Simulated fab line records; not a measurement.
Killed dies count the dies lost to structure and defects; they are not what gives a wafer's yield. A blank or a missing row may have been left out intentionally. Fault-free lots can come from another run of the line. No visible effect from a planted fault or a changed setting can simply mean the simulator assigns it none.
Struck lot and sound lot, side by side    flow sfq line    26 out of 325 route steps
Sound: wafers L268.1, L268.2, L268.4. Struck: wafer L262.4; the same lot's L262.2 was not struck, so it is left out; see the end for the cause.
At each step with rows: each side's tool, then ch and its chambers, then its first start. Under that, the readings that differ: sound wafers    struck wafers    difference of the means    sigmas: that difference in standard deviations of wafers without a fault.
alike: words and numbers the same on both sides, and readings whose means are apart by under 2 such deviations; not compared: readings that were withheld, readings missing a value for some wafer, numbers with overlapping values and no deviation given by the record, and bounds like >300 which may hide the same value.
The two part at a step that has a row with sigmas, a row that says differs or no value, or rows on one side only. Numbers that don't overlap but have no deviation are shown without sigmas and don't part them. Lack of a reading on every wafer of one side parts them only where that side has two or more wafers.

SFQ_L0_RS_MEAS_901: measures by four-point-probe.
  sound on film metro-02, day 5 16:34; struck on film metro-03, day 4 10:35
  alike: L0_MONX_KI_RS
SFQ_L0_THK_MEAS_902: measures by xrf.
  sound on film metro-02, day 5 16:41; struck on film metro-03, day 4 10:41
  alike: L0_MONX_KI_THK
then, 6 steps without rows for these wafers: SFQ_TRILAYER_L0_LITHO_COAT_010 (resist thk 62 nm); SFQ_TRILAYER_L0_LITHO_COAT_005 (resist thk 600 nm); SFQ_TRILAYER_L0_LITHO_SOFTBAKE_009; SFQ_TRILAYER_L0_LITHO_EXPOSE_006 (exposes mask L0, target cd 2000 nm); SFQ_TRILAYER_L0_LITHO_PEB_008 (peb time 60 s); SFQ_TRILAYER_L0_LITHO_DEVELOP_007 (time 60 s).
-- the record jumps here: 3 days lie between the struck wafers' starts before and after --
SFQ_TRILAYER_L0_BARC_OPEN_METAL_ETCH_010: etches BARC in O2, target depth 125 nm, time 41.7 s.
  sound on rie metal-03 ch 0,1, day 9 17:04; struck on rie metal-03 ch 0, day 7 18:59
  alike: bias w, drypump motor current A, he backside leak sccm, oes product au, rf fwd power W
  not compared: rf hours counter h
SFQ_TRILAYER_L0_ETCH_METAL_ETCH_008: etches MoNx KI in SF6/O2, stops on SiO2, target depth 50 nm, time 25 s.
  sound on rie metal-03 ch 0,1, day 9 17:07; struck on rie metal-03 ch 0, day 7 19:02
  alike: bias w, drypump motor current A, he backside leak sccm, oes product au, rf fwd power W
  not compared: rf hours counter h
then, 2 steps without rows for these wafers: SFQ_TRILAYER_L0_STRIP_STRIP_009 (strips in O2); SFQ_TRILAYER_L0_STRIP_SOLV_CLEAN_010 (cleans in NMP, time 600 s).
SFQ_TRILAYER_L0_CAP_PECVD_011: deposits SiO2 from SiH4/N2O, time 13.333 s, target thk 60 nm.
  sound on pecvd-04 ch 0,2, day 9 17:57; struck on pecvd-03 ch 0, day 7 19:52
reading                                              sound              struck  difference  sigmas
model.SiO2_of_TRILAYER_L0_CAP_PECVD_011.thk nm (nm)  59.27 60.93 60.71  64.57   +4.27       
  alike: heater power w, rf fwd power W, throttle valve pct
  not compared: since wet clean h
then, 6 steps without rows for these wafers: SFQ_TRILAYER_L0_VIA_LITHO_COAT_018 (resist thk 62 nm); SFQ_TRILAYER_L0_VIA_LITHO_COAT_013 (resist thk 650 nm); SFQ_TRILAYER_L0_VIA_LITHO_SOFTBAKE_017; SFQ_TRILAYER_L0_VIA_LITHO_EXPOSE_014 (exposes mask L0V, target cd 700 nm); SFQ_TRILAYER_L0_VIA_LITHO_PEB_016 (peb time 60 s); SFQ_TRILAYER_L0_VIA_LITHO_DEVELOP_015 (time 60 s).
-- the record jumps here: 4 days lie between the struck wafers' starts before and after --
SFQ_L0V_OVL_MEAS_903:
  sound on overlay-02, day 14 06:23; struck on overlay-02, day 12 03:52
  alike: L0V_OVL
SFQ_TRILAYER_L0_VIA_BARC_OPEN_VIA_ETCH_021: etches BARC in O2, target depth 125 nm, time 41.7 s.
  sound on rie diel-04 ch 0,1,3, day 14 06:25; struck on rie diel-04 ch 1, day 12 03:53
  alike: bias w, drypump motor current A, oes product au, rf fwd power W
  not compared: rf hours counter h
SFQ_TRILAYER_L0_VIA_ETCH_VIA_ETCH_016: etches SiO2 in CHF3, stops on MoNx KI, target depth 80 nm.
  sound on rie diel-04 ch 0,1,3, day 14 06:28; struck on rie diel-04 ch 1, day 12 03:56
reading                          sound              struck  difference  sigmas
oes product au (a.u.)            0.833 0.853 0.847  0.878   +0.034      +4
model.L0V.feature depth nm (nm)  59.27 60.93 60.71  64.57   +4.27       
model.etch.depth nm (nm)         59.27 60.93 60.71  64.57   +4.27       
  alike: bias w, drypump motor current A, rf fwd power W
SFQ_TRILAYER_L0_VIA_STRIP_STRIP_017: strips in O2.
  sound on rie metal-01 ch 0,1, day 14 06:30; struck on rie metal-02 ch 1, day 12 03:59
reading                      sound        struck  difference  sigmas
drypump motor current A (A)  5.4 5.3 5.4  6.4     +1.0        +3
  alike: he backside leak sccm, oes product au
  not compared: rf hours counter h
then, 1 step without rows for these wafers: SFQ_TRILAYER_L0_VIA_STRIP_SOLV_CLEAN_018 (cleans in NMP, time 600 s).
SFQ_TRILAYER_M0_DEP_PRE_CLEAN_020: time 15 s.
  sound on pvd sputter-04, day 14 07:17; struck on pvd sputter-04, day 12 04:45
reading                                              sound              struck  difference  sigmas
model.SiO2_of_TRILAYER_L0_CAP_PECVD_011.thk nm (nm)  54.27 55.93 55.71  59.57   +4.27       
SFQ_TRILAYER_M0_DEP_SPUTTER_019: material Nb, target thk 200 nm, time 133.3 s.
  sound on pvd sputter-04, day 14 07:18; struck on pvd sputter-04, day 12 04:47
  alike: throttle valve pct

== WHERE THEY PART ==
Last at SFQ_TRILAYER_L0_VIA_STRIP_STRIP_017 as far as this record goes, first at SFQ_TRILAYER_L0_VIA_ETCH_VIA_ETCH_016. Later steps at which nothing parts them and some readings are alike: SFQ_TRILAYER_M0_DEP_SPUTTER_019.

WHY: what the simulator had put in
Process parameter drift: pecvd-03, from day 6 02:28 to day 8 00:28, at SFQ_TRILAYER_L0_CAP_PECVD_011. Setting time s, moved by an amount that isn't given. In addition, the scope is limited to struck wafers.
